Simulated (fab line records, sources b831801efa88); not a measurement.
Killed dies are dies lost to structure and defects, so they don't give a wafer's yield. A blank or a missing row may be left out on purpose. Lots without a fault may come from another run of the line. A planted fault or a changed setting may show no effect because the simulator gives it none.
Which tool did it? | flow sfq_line | 7 lots, 21 wafers sampled, at 2 steps of a route of 325

WHAT THE GAUGES READ, wafer by wafer
SFQ_M6_RS_MEAS_938: measures by four-point-probe.
lot  | measured     | on            | M6_NB_RS (ohm/sq)
L990 | day 67 17:01 | film_metro-04 | 0.874 0.882 0.882
L992 | day 68 17:14 | film_metro-04 | 0.875 0.890 0.883
L997 | day 70 14:05 | film_metro-04 | 0.949 0.942 0.939 0.950 0.941 0.939
L104 | day 77 05:38 | film_metro-04 | 0.883 0.878 0.891
L107 | day 78 22:26 | film_metro-02 | 0.888 0.885 0.887
L110 | day 79 15:23 | film_metro-04 | 0.888 0.878 0.877
L112 | day 80 07:44 | film_metro-04 | 0.889 0.883 0.889

WHICH TOOL RAN EACH LOT (tool, then ch and the chambers of the sampled wafers, then the start)
lot  | SFQ_TRILAYER_M6_DEP_SPUTTER_157
L990 | pvd_sputter-03, day 67 16:55
L992 | pvd_sputter-03, day 68 17:09
L997 | pvd_sputter-03, day 70 13:56
L104 | pvd_sputter-03, day 77 05:33
L107 | pvd_sputter-04, day 78 22:21
L110 | pvd_sputter-03, day 79 15:16
L112 | pvd_sputter-04, day 80 07:37
- SFQ_TRILAYER_M6_DEP_SPUTTER_157: material Nb, target thk 200 nm, time 133.3 s.

THE ANSWER, worked out from the rows above alone
Rule: what is usual is taken from the lots themselves. Put in order of their means at a reading, lots are off if they are a third of the lots or fewer, leave a main group of 4 or more, and stand apart from it by a gap of 3 or more times the standard deviation of the main group's means; of several such gaps the widest counts. A main group whose means are all the same, to the digits that the tables above print for the reading, isn't used. A lot without any number at a reading at which 4 lots or more have one is off too. The other lots that the step has rows for count as sound.
Off: L997, at SFQ_M6_RS_MEAS_938 (M6_NB_RS). The main group: mean 0.883 ohm/sq, standard deviation 0.0028.
A tool fits if, at a process step before that reading, it ran every lot that is off, and no sound lot after the first of them. The gauges at SFQ_M6_RS_MEAS_938 are tried like those tools. None of those tried fits.

WHAT THE SIMULATOR HAD PUT IN
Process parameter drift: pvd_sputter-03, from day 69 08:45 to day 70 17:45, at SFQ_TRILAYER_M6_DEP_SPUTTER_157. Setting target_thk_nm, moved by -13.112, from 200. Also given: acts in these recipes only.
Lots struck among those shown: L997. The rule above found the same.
